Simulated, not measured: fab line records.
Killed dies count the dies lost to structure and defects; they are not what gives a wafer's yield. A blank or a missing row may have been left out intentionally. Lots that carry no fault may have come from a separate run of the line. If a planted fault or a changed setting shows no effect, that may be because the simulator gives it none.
One fault seen from 2 desks    flow sky130    every desk sees just its own numbers, and what lay behind them comes last

AT THE TOOL OWNER'S DESK: litho-track-01
The tool's own readings at SKY_LDD_LDN_COAT_02 (resist thk 1140 nm): means of the sampled wafers that have a number, for each lot that ran on this tool. The brackets show how far a lot's mean lies from the usual mean; more than 4 standard deviations puts the lot out of limits, marked OUT.
Columns: A = resist-line-temp-C at SKY_LDD_LDN_COAT_02, usual 23.00 C
lot   first seen here  A
L560  day 22 16:36     23.04
L564  day 23 22:06     22.91
L565  day 24 09:03     23.09
L570  day 26 07:22     23.01
L575  day 27 18:34     22.90
L576  day 28 03:21     22.96
L578  day 28 22:12     23.02
Result from this desk: across the 7 lots, nothing is out of limits.

FROM THE METROLOGY DESK
Lot by lot, what the gauges showed, no matter which tool ran the lot: averages of those sampled wafers that carry a number. The brackets show how far a lot's mean lies from the usual mean; more than 4 standard deviations puts the lot out of limits, marked OUT.
Columns: A = GATE_OXIDE_TW at SKY_GATE_OXIDE_TW_MEAS_14, usual 223.4
lot   first seen here  A
L560  day 14 05:26     225.2
L563  day 15 03:08     225.2
L564  day 15 07:52     219.5
L565  day 15 16:47     224.1
L566  day 16 05:47     223.8
L567  day 16 16:25     224.6
L570  day 17 15:54     226.5
L571  day 17 19:27     226.1
L575  day 19 08:14     219.7
L576  day 19 14:09     220.8
L578  day 20 11:20     226.9
L583  day 22 00:26     226.0
Result from this desk: across the 12 lots, nothing is out of limits.

BROUGHT TOGETHER
The tool owner's desk saw nothing out of limits.
The metrology desk saw nothing out of limits.

WHAT THE SIMULATOR HAD INSERTED
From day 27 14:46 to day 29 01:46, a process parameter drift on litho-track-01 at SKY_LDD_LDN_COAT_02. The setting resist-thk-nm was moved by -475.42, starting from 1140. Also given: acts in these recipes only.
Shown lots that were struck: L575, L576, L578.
